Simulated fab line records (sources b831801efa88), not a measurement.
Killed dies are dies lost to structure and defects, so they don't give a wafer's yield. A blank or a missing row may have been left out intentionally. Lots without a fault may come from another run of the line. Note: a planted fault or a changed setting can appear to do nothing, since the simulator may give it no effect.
Problem report, 8D (eight disciplines) form, completed by code ; flow sfq line ; the parts of the form that need people (team, actions taken, sign-off) are left out

## 1. WHAT WENT WRONG
Mean of spin speed rpm at SFQ_TRILAYER_M4_LITHO_COAT_093: 2895.7 rpm across 6 wafers in 2 lots; on wafers with no fault it is 2999.7 rpm (standard deviation 2.4). That puts it -43 standard deviations away from the usual mean.
The step: resist thk 600 nm.
First seen on wafer L571.4, day 49 08:50, on litho track-02. The record has a number at this step for 42 wafers belonging to 14 lots. Rule for "out", or "out of limits": more than 4 standard deviations from the usual mean. Any other wafer with a number is counted as sound.

## 2. WHAT IT IS, AND WHAT IT ISN'T
question;is;is not
which readings at this step;spin speed rpm;chill plate temp C
which lots;L571, L572;L554, L556, L558, L559, L560, L561, L562, L563, L568, L573, L574, L577
which wafers of those lots;all that have a number;-
read on which tools;litho track-02;litho track-03, litho track-04
when;from day 49 08:50;"up to then (27 sound wafers); but 9 sound wafers of L573, L574, L577 came after"

## 3. SUSPECTS, AND WHAT RULES EACH OUT
Counting: a tool at any process step up to the reading remains a suspect when it ran all the lots that are out and ran no sound lot after the first of those.
- rie metal-01 at SFQ_TRILAYER_I0_VIA_STRIP_STRIP_035 (strips in O2): ruled out as a lasting fault. The sound lots L573, L574 went through it after L571, its earliest lot that is out (day 13 19:42).
- litho track-02 at SFQ_TRILAYER_M4_LITHO_COAT_093 (resist thk 600 nm): kept. Every lot that is out went through it, starting with L571 (day 49 08:50), and after that it ran no sound lot; the last sound lot it ran before then is L563 (day 46 10:53). Its own spin speed rpm readings are out on those wafers.
After counting, what remains is litho track-02 at SFQ_TRILAYER_M4_LITHO_COAT_093.

## 4. THE CAUSE (what the simulator had put in)
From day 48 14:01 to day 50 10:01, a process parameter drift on litho track-02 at SFQ_TRILAYER_M4_LITHO_COAT_093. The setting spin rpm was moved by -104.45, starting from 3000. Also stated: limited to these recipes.
This tool alone remained once counting was done.

## 5. SEQUENCE OF EFFECTS, ordered by route
One row per reading whose mean, taken over the struck wafers that have a number, lies over 3 standard deviations from the usual. Only readings for which the record gives a usual standard deviation are gone through. hours: the time from each lot's start at the first step in this table that gives one to its start at this step, as a median over the lots. sigmas: the change in usual standard deviations.
hours;step;reading;usual;on struck wafers;change;sigmas
0;SFQ_TRILAYER_M4_LITHO_COAT_093;spin speed rpm;2999.7 rpm;2895.7;-104.0;-43
It contains these process steps:
- SFQ_TRILAYER_M4_LITHO_COAT_093: resist thk 600 nm.
At these later measuring or inspecting steps, every struck wafer for which the step has a row has a number for every such reading, and none has moved that far: SFQ_M6_OVL_MEAS_940.

## 6. HOW IT WOULD HAVE BEEN CAUGHT EARLIER
The fault began at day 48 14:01; the first out-of-limits reading in this record came at day 49 08:50, 19 hours later.
